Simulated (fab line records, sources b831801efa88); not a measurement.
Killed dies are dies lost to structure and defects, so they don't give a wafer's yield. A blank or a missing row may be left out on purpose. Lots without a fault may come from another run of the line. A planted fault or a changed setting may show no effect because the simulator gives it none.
Which tool did it? | flow gf180mcu | 6 lots, 18 wafers sampled, at 2 steps of a route of 602

WHAT THE GAUGES READ, wafer by wafer
GF_M1_THK_MEAS_06: measures by xrf.
lot  | measured     | on            | M1_ALCU_THK (nm)
L987 | day 19 12:17 | film_metro-01 | 451 445 450
L989 | day 20 08:22 | film_metro-03 | 448 450 451
L991 | day 21 00:35 | film_metro-01 | 444 443 440
L995 | day 22 07:12 | film_metro-04 | 448 442 444
L997 | day 22 23:46 | film_metro-03 | 441 438 438
L100 | day 24 00:13 | film_metro-04 | 441 439 435

WHICH TOOL RAN EACH LOT (tool, then ch and the chambers of the sampled wafers, then the start)
lot  | GF_CONTACT_ETCH_16
L987 | rie_diel-03 ch 0,1,3, day 19 10:47
L989 | rie_diel-04 ch 0,1, day 20 06:53
L991 | rie_diel-04 ch 1,2,3, day 20 23:05
L995 | rie_diel-03 ch 1,2,3, day 22 05:43
L997 | rie_diel-04 ch 0,2,3, day 22 22:17
L100 | rie_diel-03 ch 0,1,2, day 23 22:43
- GF_CONTACT_ETCH_16: etches BARC in N2/H2.

THE ANSWER, worked out from the rows above alone
Rule: what is usual is taken from the lots themselves. Put in order of their means at a reading, lots are off if they are a third of the lots or fewer, leave a main group of 4 or more, and stand apart from it by a gap of 3 or more times the standard deviation of the main group's means; of several such gaps the widest counts. A main group whose means are all the same, to the digits that the tables above print for the reading, isn't used. A lot without any number at a reading at which 4 lots or more have one is off too. The other lots that the step has rows for count as sound.
No lot is off at any reading shown: from this, nothing can be told.

WHAT THE SIMULATOR HAD PUT IN
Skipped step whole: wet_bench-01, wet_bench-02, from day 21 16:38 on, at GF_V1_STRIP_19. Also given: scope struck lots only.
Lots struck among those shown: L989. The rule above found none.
